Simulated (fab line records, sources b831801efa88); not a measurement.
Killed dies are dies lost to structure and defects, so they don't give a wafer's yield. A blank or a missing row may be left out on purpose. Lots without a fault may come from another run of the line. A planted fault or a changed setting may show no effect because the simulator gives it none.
Chamber matching | flow sky130 | SKY_VIA2_CMP_24 on cmp-02: 4 sister chambers
The step polishes, stops on SiO2, t overpolish 20 s, target thk 0 nm. 4 wafers are shown with their chamber, then 12 later ones without.

WAFERS WITH THEIR CHAMBER
wafer  | chamber | motor_current_A (A)
L090.1 | 1       | 8.8
L090.3 | 0       | 10.9
L088.2 | 2       | 10.6
L088.6 | 3       | 11.6

WAFERS WITHOUT THEIR CHAMBER
wafer  | motor_current_A (A)
L091.1 | 9.7
L091.3 | 10.2
L091.6 | 9.7
L093.2 | 9.6
L093.4 | 10.6
L093.6 | 10.4
L095.3 | 9.8
L095.4 | 11.6
L095.5 | 9.3
L097.1 | 10.2
L097.3 | 11.7
L097.6 | 11.6

WHICH CHAMBER EACH WENT THROUGH
wafer  | from the rows above               | in truth
L091.1 | can't be placed: 1 or 2 or 0 or 3 | 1
L091.3 | can't be placed: 2 or 0 or 1 or 3 | 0
L091.6 | can't be placed: 1 or 2 or 0 or 3 | 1
L093.2 | can't be placed: 1 or 2 or 0      | 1
L093.4 | can't be placed: 2 or 0 or 3      | 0
L093.6 | can't be placed: 2 or 0 or 3      | 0
L095.3 | can't be placed: 2 or 1 or 0 or 3 | 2
L095.4 | can't be placed: 3 or 0 or 2      | 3
L095.5 | can't be placed: 1 or 2           | 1
L097.1 | can't be placed: 2 or 0 or 1 or 3 | 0
L097.3 | can't be placed: 3 or 0 or 2      | 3
L097.6 | can't be placed: 3 or 0 or 2      | 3
Placed correctly: 0 of 12. Can't be placed from these rows: 12 (the true chamber is among the candidates in 12). Placed wrongly: 0.
How it was worked out, from the rows above alone: a wafer's distance from a chamber is the root of the sum, over the readings, of the square of ((its reading less the chamber's mean) divided by the reading's scatter). The wafer belongs to the nearest chamber; if the next one is less than 2 further off, it can't be placed. A chamber's mean is the mean of its shown wafers. The scatter: with one shown wafer a chamber, the root of the mean of the squares of how far each hidden wafer lies from its nearest shown one.
